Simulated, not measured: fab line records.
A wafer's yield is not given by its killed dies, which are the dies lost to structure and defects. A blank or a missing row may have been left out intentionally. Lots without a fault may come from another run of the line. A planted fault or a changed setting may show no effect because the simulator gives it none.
The tool behind it: which one? || flow sky130 || 24 lots with 72 wafers sampled at 4 steps, on a route of 708 steps

## WHAT THE GAUGES SHOWED, per wafer
SKY_CAP2M_THK_MEAS_04: measures by xrf. Usual: CAP2M_TIN_THK typically reads 196.9 nm, with standard deviation 2.3.
{"lot": "L074", "measured": "day 39 05:43", "on": "film-metro-04", "CAP2M_TIN_THK (nm)": "194.5 194.9 193.6", "flag": ""}
{"lot": "L075", "measured": "day 39 17:52", "on": "film-metro-01", "CAP2M_TIN_THK (nm)": "197.6 194.8 197.2", "flag": ""}
{"lot": "L076", "measured": "day 40 04:51", "on": "film-metro-03", "CAP2M_TIN_THK (nm)": "193.9 196.0 196.3", "flag": ""}
{"lot": "L077", "measured": "day 40 08:52", "on": "film-metro-04", "CAP2M_TIN_THK (nm)": "195.0 196.8 196.7", "flag": ""}
{"lot": "L079", "measured": "day 40 21:50", "on": "film-metro-04", "CAP2M_TIN_THK (nm)": "195.2 194.8 196.4", "flag": ""}
{"lot": "L078", "measured": "day 40 22:01", "on": "film-metro-04", "CAP2M_TIN_THK (nm)": "197.5 192.1 192.4", "flag": ""}
{"lot": "L080", "measured": "day 41 06:28", "on": "film-metro-04", "CAP2M_TIN_THK (nm)": "194.8 193.7 197.2", "flag": ""}
{"lot": "L081", "measured": "day 41 18:08", "on": "film-metro-01", "CAP2M_TIN_THK (nm)": "197.6 199.0 199.1", "flag": ""}
{"lot": "L082", "measured": "day 41 19:42", "on": "film-metro-03", "CAP2M_TIN_THK (nm)": "195.3 197.4 195.1", "flag": ""}
{"lot": "L083", "measured": "day 42 01:05", "on": "film-metro-03", "CAP2M_TIN_THK (nm)": "202.4 201.5 200.5", "flag": ""}
{"lot": "L084", "measured": "day 42 15:43", "on": "film-metro-03", "CAP2M_TIN_THK (nm)": "197.8 200.6 197.2", "flag": ""}
{"lot": "L085", "measured": "day 42 21:25", "on": "film-metro-03", "CAP2M_TIN_THK (nm)": "195.3 198.7 196.0", "flag": ""}
{"lot": "L086", "measured": "day 43 02:45", "on": "film-metro-04", "CAP2M_TIN_THK (nm)": "195.8 199.2 195.0", "flag": ""}
{"lot": "L087", "measured": "day 43 05:17", "on": "film-metro-01", "CAP2M_TIN_THK (nm)": "196.0 196.1 198.2", "flag": ""}
{"lot": "L088", "measured": "day 43 17:25", "on": "film-metro-03", "CAP2M_TIN_THK (nm)": "196.1 197.1 197.3", "flag": ""}
{"lot": "L089", "measured": "day 43 17:46", "on": "film-metro-01", "CAP2M_TIN_THK (nm)": "196.9 201.0 199.0", "flag": ""}
{"lot": "L090", "measured": "day 44 09:15", "on": "film-metro-03", "CAP2M_TIN_THK (nm)": "196.5 196.5 201.6", "flag": ""}
{"lot": "L091", "measured": "day 44 11:51", "on": "film-metro-04", "CAP2M_TIN_THK (nm)": "196.5 198.6 195.1", "flag": ""}
{"lot": "L092", "measured": "day 44 14:06", "on": "film-metro-04", "CAP2M_TIN_THK (nm)": "197.3 195.9 198.3", "flag": ""}
{"lot": "L093", "measured": "day 44 19:50", "on": "film-metro-04", "CAP2M_TIN_THK (nm)": "195.8 195.1 195.4", "flag": ""}
{"lot": "L094", "measured": "day 45 06:29", "on": "film-metro-04", "CAP2M_TIN_THK (nm)": "199.6 199.9 199.6", "flag": ""}
{"lot": "L096", "measured": "day 45 13:01", "on": "film-metro-03", "CAP2M_TIN_THK (nm)": "195.2 196.6 197.7", "flag": ""}
{"lot": "L095", "measured": "day 45 19:38", "on": "film-metro-04", "CAP2M_TIN_THK (nm)": "197.2 196.1 199.5", "flag": ""}
{"lot": "L097", "measured": "day 46 02:20", "on": "film-metro-04", "CAP2M_TIN_THK (nm)": "193.6 195.2 193.6", "flag": ""}

SKY_CAP2M_OVL_MEAS_12. Usual: CAP2M_OVL typically reads -0.4 nm, with standard deviation 1.4.
{"lot": "L074", "measured": "day 40 05:53", "on": "overlay-02", "CAP2M_OVL (nm)": "-0.3 2.2 0.5", "flag": ""}
{"lot": "L075", "measured": "day 40 18:14", "on": "overlay-01", "CAP2M_OVL (nm)": "0.4 1.3 2.3", "flag": ""}
{"lot": "L076", "measured": "day 41 04:38", "on": "overlay-01", "CAP2M_OVL (nm)": "-1.4 -3.0 -1.9", "flag": ""}
{"lot": "L077", "measured": "day 41 08:05", "on": "overlay-01", "CAP2M_OVL (nm)": "3.7 0.9 1.1", "flag": ""}
{"lot": "L079", "measured": "day 41 20:51", "on": "overlay-01", "CAP2M_OVL (nm)": "0.0 0.0 1.3", "flag": ""}
{"lot": "L078", "measured": "day 41 21:35", "on": "overlay-01", "CAP2M_OVL (nm)": "0.1 -0.4 0.0", "flag": ""}
{"lot": "L080", "measured": "day 42 05:39", "on": "overlay-01", "CAP2M_OVL (nm)": "-2.1 -1.2 -1.9", "flag": ""}
{"lot": "L081", "measured": "day 42 17:02", "on": "overlay-01", "CAP2M_OVL (nm)": "0.0 -1.1 -1.7", "flag": ""}
{"lot": "L082", "measured": "day 42 19:23", "on": "overlay-01", "CAP2M_OVL (nm)": "0.1 -1.1 -2.0", "flag": ""}
{"lot": "L083", "measured": "day 43 00:44", "on": "overlay-01", "CAP2M_OVL (nm)": "-0.7 2.9 0.3", "flag": ""}
{"lot": "L084", "measured": "day 43 14:11", "on": "overlay-01", "CAP2M_OVL (nm)": "0.2 0.5 0.4", "flag": ""}
{"lot": "L085", "measured": "day 43 20:17", "on": "overlay-01", "CAP2M_OVL (nm)": "-0.7 -0.4 0.1", "flag": ""}
{"lot": "L086", "measured": "day 44 01:23", "on": "overlay-02", "CAP2M_OVL (nm)": "-2.8 -3.7 -1.5", "flag": ""}
{"lot": "L087", "measured": "day 44 03:23", "on": "overlay-01", "CAP2M_OVL (nm)": "-1.0 -2.1 0.3", "flag": ""}
{"lot": "L088", "measured": "day 44 15:14", "on": "overlay-01", "CAP2M_OVL (nm)": "-1.2 0.3 -0.4", "flag": ""}
{"lot": "L089", "measured": "day 44 16:14", "on": "overlay-02", "CAP2M_OVL (nm)": "-1.1 -1.4 -1.2", "flag": ""}
{"lot": "L090", "measured": "day 45 07:02", "on": "overlay-01", "CAP2M_OVL (nm)": "-2.1 -0.9 0.1", "flag": ""}
{"lot": "L091", "measured": "day 45 09:44", "on": "overlay-01", "CAP2M_OVL (nm)": "-1.3 -1.8 -0.4", "flag": ""}
{"lot": "L092", "measured": "day 45 11:44", "on": "overlay-02", "CAP2M_OVL (nm)": "1.0 0.3 -0.9", "flag": ""}
{"lot": "L093", "measured": "day 45 16:30", "on": "overlay-01", "CAP2M_OVL (nm)": "-1.0 -0.2 -1.0", "flag": ""}
{"lot": "L094", "measured": "day 46 02:50", "on": "overlay-02", "CAP2M_OVL (nm)": "-0.8 0.0 -0.7", "flag": ""}
{"lot": "L096", "measured": "day 46 09:56", "on": "overlay-02", "CAP2M_OVL (nm)": "-0.4 1.3 1.6", "flag": ""}
{"lot": "L095", "measured": "day 46 15:44", "on": "overlay-02", "CAP2M_OVL (nm)": "-1.8 -1.1 -1.2", "flag": ""}
{"lot": "L097", "measured": "day 46 22:11", "on": "overlay-02", "CAP2M_OVL (nm)": "-1.9 -1.9 -0.9", "flag": ""}

## WHAT TOOL EACH LOT RAN ON (gives the tool, then ch and the chambers of the sampled wafers, and finally the start)
{"lot": "L074", "SKY_METAL3_STRIP_19": "plasma-asher-03 ch 0,1, day 38 02:34", "SKY_VIA3_STRIP_16": "plasma-asher-01 ch 0,1, day 39 03:56"}
{"lot": "L075", "SKY_METAL3_STRIP_19": "plasma-asher-03 ch 0,1, day 38 13:43", "SKY_VIA3_STRIP_16": "plasma-asher-02 ch 0,1, day 39 16:08"}
{"lot": "L076", "SKY_METAL3_STRIP_19": "plasma-asher-01 ch 0, day 39 00:51", "SKY_VIA3_STRIP_16": "plasma-asher-02 ch 0,1, day 40 03:05"}
{"lot": "L077", "SKY_METAL3_STRIP_19": "plasma-asher-01 ch 0,1, day 39 04:34", "SKY_VIA3_STRIP_16": "plasma-asher-04 ch 0,1, day 40 07:08"}
{"lot": "L079", "SKY_METAL3_STRIP_19": "plasma-asher-01 ch 0,1, day 39 18:06", "SKY_VIA3_STRIP_16": "plasma-asher-01 ch 0,1, day 40 20:05"}
{"lot": "L078", "SKY_METAL3_STRIP_19": "plasma-asher-02 ch 0, day 39 18:25", "SKY_VIA3_STRIP_16": "plasma-asher-02 ch 0,1, day 40 20:10"}
{"lot": "L080", "SKY_METAL3_STRIP_19": "plasma-asher-03 ch 0,1, day 40 03:24", "SKY_VIA3_STRIP_16": "plasma-asher-02 ch 0,1, day 41 04:17"}
{"lot": "L081", "SKY_METAL3_STRIP_19": "plasma-asher-02 ch 0,1, day 40 15:01", "SKY_VIA3_STRIP_16": "plasma-asher-01 ch 0,1, day 41 16:23"}
{"lot": "L082", "SKY_METAL3_STRIP_19": "plasma-asher-02 ch 0,1, day 40 16:28", "SKY_VIA3_STRIP_16": "plasma-asher-01 ch 0,1, day 41 17:59"}
{"lot": "L083", "SKY_METAL3_STRIP_19": "plasma-asher-01 ch 0,1, day 40 21:36", "SKY_VIA3_STRIP_16": "plasma-asher-01 ch 0,1, day 41 23:20"}
{"lot": "L084", "SKY_METAL3_STRIP_19": "plasma-asher-03 ch 0, day 41 12:58", "SKY_VIA3_STRIP_16": "plasma-asher-02 ch 1, day 42 13:59"}
{"lot": "L085", "SKY_METAL3_STRIP_19": "plasma-asher-03 ch 0,1, day 41 18:22", "SKY_VIA3_STRIP_16": "plasma-asher-02 ch 0,1, day 42 19:41"}
{"lot": "L086", "SKY_METAL3_STRIP_19": "plasma-asher-02 ch 0,1, day 42 00:32", "SKY_VIA3_STRIP_16": "plasma-asher-01 ch 0,1, day 43 00:59"}
{"lot": "L087", "SKY_METAL3_STRIP_19": "plasma-asher-03 ch 0,1, day 42 02:36", "SKY_VIA3_STRIP_16": "plasma-asher-01 ch 0,1, day 43 03:34"}
{"lot": "L088", "SKY_METAL3_STRIP_19": "plasma-asher-02 ch 0,1, day 42 15:29", "SKY_VIA3_STRIP_16": "plasma-asher-04 ch 0,1, day 43 15:41"}
{"lot": "L089", "SKY_METAL3_STRIP_19": "plasma-asher-03 ch 0,1, day 42 16:26", "SKY_VIA3_STRIP_16": "plasma-asher-02 ch 0, day 43 16:02"}
{"lot": "L090", "SKY_METAL3_STRIP_19": "plasma-asher-03 ch 0,1, day 43 07:29", "SKY_VIA3_STRIP_16": "plasma-asher-02 ch 0,1, day 44 07:32"}
{"lot": "L091", "SKY_METAL3_STRIP_19": "plasma-asher-03 ch 0,1, day 43 10:03", "SKY_VIA3_STRIP_16": "plasma-asher-04 ch 0,1, day 44 10:08"}
{"lot": "L092", "SKY_METAL3_STRIP_19": "plasma-asher-03 ch 0,1, day 43 12:10", "SKY_VIA3_STRIP_16": "plasma-asher-04 ch 0,1, day 44 12:20"}
{"lot": "L093", "SKY_METAL3_STRIP_19": "plasma-asher-02 ch 0,1, day 43 18:08", "SKY_VIA3_STRIP_16": "plasma-asher-01 ch 0,1, day 44 18:02"}
{"lot": "L094", "SKY_METAL3_STRIP_19": "plasma-asher-03 ch 0,1, day 44 05:27", "SKY_VIA3_STRIP_16": "plasma-asher-01 ch 0,1, day 45 04:38"}
{"lot": "L096", "SKY_METAL3_STRIP_19": "plasma-asher-01 ch 0,1, day 44 12:54", "SKY_VIA3_STRIP_16": "plasma-asher-02 ch 0, day 45 11:18"}
{"lot": "L095", "SKY_METAL3_STRIP_19": "plasma-asher-02 ch 0,1, day 44 19:18", "SKY_VIA3_STRIP_16": "plasma-asher-02 ch 0,1, day 45 17:54"}
{"lot": "L097", "SKY_METAL3_STRIP_19": "plasma-asher-02 ch 0,1, day 45 02:41", "SKY_VIA3_STRIP_16": "plasma-asher-02 ch 0,1, day 46 00:35"}
- SKY_METAL3_STRIP_19: strips in O2/N2.
- SKY_VIA3_STRIP_16: strips in O2/N2.

## AS READ BY THE TOOLS THEMSELVES (means over the sampled wafers that have a number; for cases with no such wafer, the mark the record gives instead)
SKY_METAL3_STRIP_19. Usual: drypump-motor-current-A 5.69 A, standard deviation 0.17; oes-product-au 0.504 a.u., standard deviation 0.0057; strip-time-to-endpoint-s 6.55 s, standard deviation 0.062.
{"lot": "L074", "tool": "plasma-asher-03", "drypump-motor-current-A (A)": 5.80, "oes-product-au (a.u.)": 0.503, "strip-time-to-endpoint-s (s)": 6.50, "flag": ""}
{"lot": "L075", "tool": "plasma-asher-03", "drypump-motor-current-A (A)": 5.64, "oes-product-au (a.u.)": 0.495, "strip-time-to-endpoint-s (s)": 6.52, "flag": ""}
{"lot": "L076", "tool": "plasma-asher-01", "drypump-motor-current-A (A)": 5.93, "oes-product-au (a.u.)": 0.502, "strip-time-to-endpoint-s (s)": 6.50, "flag": ""}
{"lot": "L077", "tool": "plasma-asher-01", "drypump-motor-current-A (A)": 5.59, "oes-product-au (a.u.)": 0.510, "strip-time-to-endpoint-s (s)": 6.60, "flag": ""}
{"lot": "L079", "tool": "plasma-asher-01", "drypump-motor-current-A (A)": 5.76, "oes-product-au (a.u.)": 0.506, "strip-time-to-endpoint-s (s)": 6.66, "flag": ""}
{"lot": "L078", "tool": "plasma-asher-02", "drypump-motor-current-A (A)": 5.66, "oes-product-au (a.u.)": 0.507, "strip-time-to-endpoint-s (s)": 6.59, "flag": ""}
{"lot": "L080", "tool": "plasma-asher-03", "drypump-motor-current-A (A)": 5.66, "oes-product-au (a.u.)": 0.502, "strip-time-to-endpoint-s (s)": 6.53, "flag": ""}
{"lot": "L081", "tool": "plasma-asher-02", "drypump-motor-current-A (A)": 5.64, "oes-product-au (a.u.)": 0.503, "strip-time-to-endpoint-s (s)": 6.55, "flag": ""}
{"lot": "L082", "tool": "plasma-asher-02", "drypump-motor-current-A (A)": 5.64, "oes-product-au (a.u.)": 0.502, "strip-time-to-endpoint-s (s)": 6.52, "flag": ""}
{"lot": "L083", "tool": "plasma-asher-01", "drypump-motor-current-A (A)": 5.79, "oes-product-au (a.u.)": 0.508, "strip-time-to-endpoint-s (s)": 6.62, "flag": ""}
{"lot": "L084", "tool": "plasma-asher-03", "drypump-motor-current-A (A)": 5.53, "oes-product-au (a.u.)": 0.503, "strip-time-to-endpoint-s (s)": 6.53, "flag": ""}
{"lot": "L085", "tool": "plasma-asher-03", "drypump-motor-current-A (A)": 5.65, "oes-product-au (a.u.)": 0.503, "strip-time-to-endpoint-s (s)": 6.61, "flag": ""}
{"lot": "L086", "tool": "plasma-asher-02", "drypump-motor-current-A (A)": 5.64, "oes-product-au (a.u.)": 0.499, "strip-time-to-endpoint-s (s)": 6.44, "flag": ""}
{"lot": "L087", "tool": "plasma-asher-03", "drypump-motor-current-A (A)": 5.77, "oes-product-au (a.u.)": 0.509, "strip-time-to-endpoint-s (s)": 6.59, "flag": ""}
{"lot": "L088", "tool": "plasma-asher-02", "drypump-motor-current-A (A)": 5.63, "oes-product-au (a.u.)": 0.506, "strip-time-to-endpoint-s (s)": 6.57, "flag": ""}
{"lot": "L089", "tool": "plasma-asher-03", "drypump-motor-current-A (A)": 5.65, "oes-product-au (a.u.)": 0.507, "strip-time-to-endpoint-s (s)": 6.60, "flag": ""}
{"lot": "L090", "tool": "plasma-asher-03", "drypump-motor-current-A (A)": 5.66, "oes-product-au (a.u.)": 0.505, "strip-time-to-endpoint-s (s)": 6.57, "flag": ""}
{"lot": "L091", "tool": "plasma-asher-03", "drypump-motor-current-A (A)": 5.65, "oes-product-au (a.u.)": 0.500, "strip-time-to-endpoint-s (s)": 6.49, "flag": ""}
{"lot": "L092", "tool": "plasma-asher-03", "drypump-motor-current-A (A)": 5.66, "oes-product-au (a.u.)": 0.505, "strip-time-to-endpoint-s (s)": 6.59, "flag": ""}
{"lot": "L093", "tool": "plasma-asher-02", "drypump-motor-current-A (A)": 5.66, "oes-product-au (a.u.)": 0.504, "strip-time-to-endpoint-s (s)": 6.59, "flag": ""}
{"lot": "L094", "tool": "plasma-asher-03", "drypump-motor-current-A (A)": 5.66, "oes-product-au (a.u.)": 0.499, "strip-time-to-endpoint-s (s)": 6.49, "flag": ""}
{"lot": "L096", "tool": "plasma-asher-01", "drypump-motor-current-A (A)": 5.79, "oes-product-au (a.u.)": 0.506, "strip-time-to-endpoint-s (s)": 6.55, "flag": ""}
{"lot": "L095", "tool": "plasma-asher-02", "drypump-motor-current-A (A)": 5.65, "oes-product-au (a.u.)": 0.499, "strip-time-to-endpoint-s (s)": 6.54, "flag": ""}
{"lot": "L097", "tool": "plasma-asher-02", "drypump-motor-current-A (A)": 5.64, "oes-product-au (a.u.)": 0.500, "strip-time-to-endpoint-s (s)": 6.54, "flag": ""}

SKY_VIA3_STRIP_16. Usual: drypump-motor-current-A 5.58 A, standard deviation 0.27; oes-product-au 0.402 a.u., standard deviation 0.0045; strip-time-to-endpoint-s 4.119 s, standard deviation 0.023.
{"lot": "L074", "tool": "plasma-asher-01", "drypump-motor-current-A (A)": 5.76, "oes-product-au (a.u.)": 0.399, "strip-time-to-endpoint-s (s)": 4.097, "flag": ""}
{"lot": "L075", "tool": "plasma-asher-02", "drypump-motor-current-A (A)": 5.66, "oes-product-au (a.u.)": 0.401, "strip-time-to-endpoint-s (s)": 4.105, "flag": ""}
{"lot": "L076", "tool": "plasma-asher-02", "drypump-motor-current-A (A)": 5.63, "oes-product-au (a.u.)": 0.406, "strip-time-to-endpoint-s (s)": 4.142, "flag": ""}
{"lot": "L077", "tool": "plasma-asher-04", "drypump-motor-current-A (A)": 5.27, "oes-product-au (a.u.)": 0.404, "strip-time-to-endpoint-s (s)": 4.130, "flag": ""}
{"lot": "L079", "tool": "plasma-asher-01", "drypump-motor-current-A (A)": 5.62, "oes-product-au (a.u.)": 0.400, "strip-time-to-endpoint-s (s)": 4.102, "flag": ""}
{"lot": "L078", "tool": "plasma-asher-02", "drypump-motor-current-A (A)": 5.64, "oes-product-au (a.u.)": 0.408, "strip-time-to-endpoint-s (s)": 4.125, "flag": ""}
{"lot": "L080", "tool": "plasma-asher-02", "drypump-motor-current-A (A)": 5.65, "oes-product-au (a.u.)": 0.402, "strip-time-to-endpoint-s (s)": 4.111, "flag": ""}
{"lot": "L081", "tool": "plasma-asher-01", "drypump-motor-current-A (A)": 5.62, "oes-product-au (a.u.)": 0.403, "strip-time-to-endpoint-s (s)": 4.117, "flag": ""}
{"lot": "L082", "tool": "plasma-asher-01", "drypump-motor-current-A (A)": 5.62, "oes-product-au (a.u.)": 0.397, "strip-time-to-endpoint-s (s)": 4.111, "flag": ""}
{"lot": "L083", "tool": "plasma-asher-01", "drypump-motor-current-A (A)": 5.80, "oes-product-au (a.u.)": 0.402, "strip-time-to-endpoint-s (s)": 4.110, "flag": ""}
{"lot": "L084", "tool": "plasma-asher-02", "drypump-motor-current-A (A)": 5.61, "oes-product-au (a.u.)": 0.395, "strip-time-to-endpoint-s (s)": 4.112, "flag": ""}
{"lot": "L085", "tool": "plasma-asher-02", "drypump-motor-current-A (A)": 5.65, "oes-product-au (a.u.)": 0.403, "strip-time-to-endpoint-s (s)": 4.144, "flag": ""}
{"lot": "L086", "tool": "plasma-asher-01", "drypump-motor-current-A (A)": 5.61, "oes-product-au (a.u.)": 0.403, "strip-time-to-endpoint-s (s)": 4.109, "flag": ""}
{"lot": "L087", "tool": "plasma-asher-01", "drypump-motor-current-A (A)": 5.62, "oes-product-au (a.u.)": 0.402, "strip-time-to-endpoint-s (s)": 4.124, "flag": ""}
{"lot": "L088", "tool": "plasma-asher-04", "drypump-motor-current-A (A)": 5.27, "oes-product-au (a.u.)": 0.404, "strip-time-to-endpoint-s (s)": 4.098, "flag": ""}
{"lot": "L089", "tool": "plasma-asher-02", "drypump-motor-current-A (A)": 5.67, "oes-product-au (a.u.)": 0.405, "strip-time-to-endpoint-s (s)": 4.123, "flag": ""}
{"lot": "L090", "tool": "plasma-asher-02", "drypump-motor-current-A (A)": 5.65, "oes-product-au (a.u.)": 0.400, "strip-time-to-endpoint-s (s)": 4.130, "flag": ""}
{"lot": "L091", "tool": "plasma-asher-04", "drypump-motor-current-A (A)": 5.08, "oes-product-au (a.u.)": 0.403, "strip-time-to-endpoint-s (s)": 4.102, "flag": ""}
{"lot": "L092", "tool": "plasma-asher-04", "drypump-motor-current-A (A)": 5.25, "oes-product-au (a.u.)": 0.402, "strip-time-to-endpoint-s (s)": 4.139, "flag": ""}
{"lot": "L093", "tool": "plasma-asher-01", "drypump-motor-current-A (A)": 5.61, "oes-product-au (a.u.)": 0.399, "strip-time-to-endpoint-s (s)": 4.116, "flag": ""}
{"lot": "L094", "tool": "plasma-asher-01", "drypump-motor-current-A (A)": 5.61, "oes-product-au (a.u.)": 0.403, "strip-time-to-endpoint-s (s)": 4.107, "flag": ""}
{"lot": "L096", "tool": "plasma-asher-02", "drypump-motor-current-A (A)": 5.67, "oes-product-au (a.u.)": 0.398, "strip-time-to-endpoint-s (s)": 4.091, "flag": ""}
{"lot": "L095", "tool": "plasma-asher-02", "drypump-motor-current-A (A)": 5.65, "oes-product-au (a.u.)": 0.404, "strip-time-to-endpoint-s (s)": 4.167, "flag": ""}
{"lot": "L097", "tool": "plasma-asher-02", "drypump-motor-current-A (A)": 5.66, "oes-product-au (a.u.)": 0.403, "strip-time-to-endpoint-s (s)": 4.133, "flag": ""}

## THE ANSWER, worked out from the rows above alone
Rule: lot off if the mean of its wafers having a number is beyond 3 standard deviations from the usual mean. A lot without any number at a reading at which 4 lots or more have one is off too. The other lots that the step has rows for count as sound. The gauges are gone through in route order, then the tools' own readings, and for those a lot's mean is taken as printed above. At the first step where some lot is off, the reading lying furthest off is the one used; lots without a number count as furthest.
No lot is off on any of the readings shown, so nothing can be concluded from this.

## WHAT THE SIMULATOR HAD INSERTED
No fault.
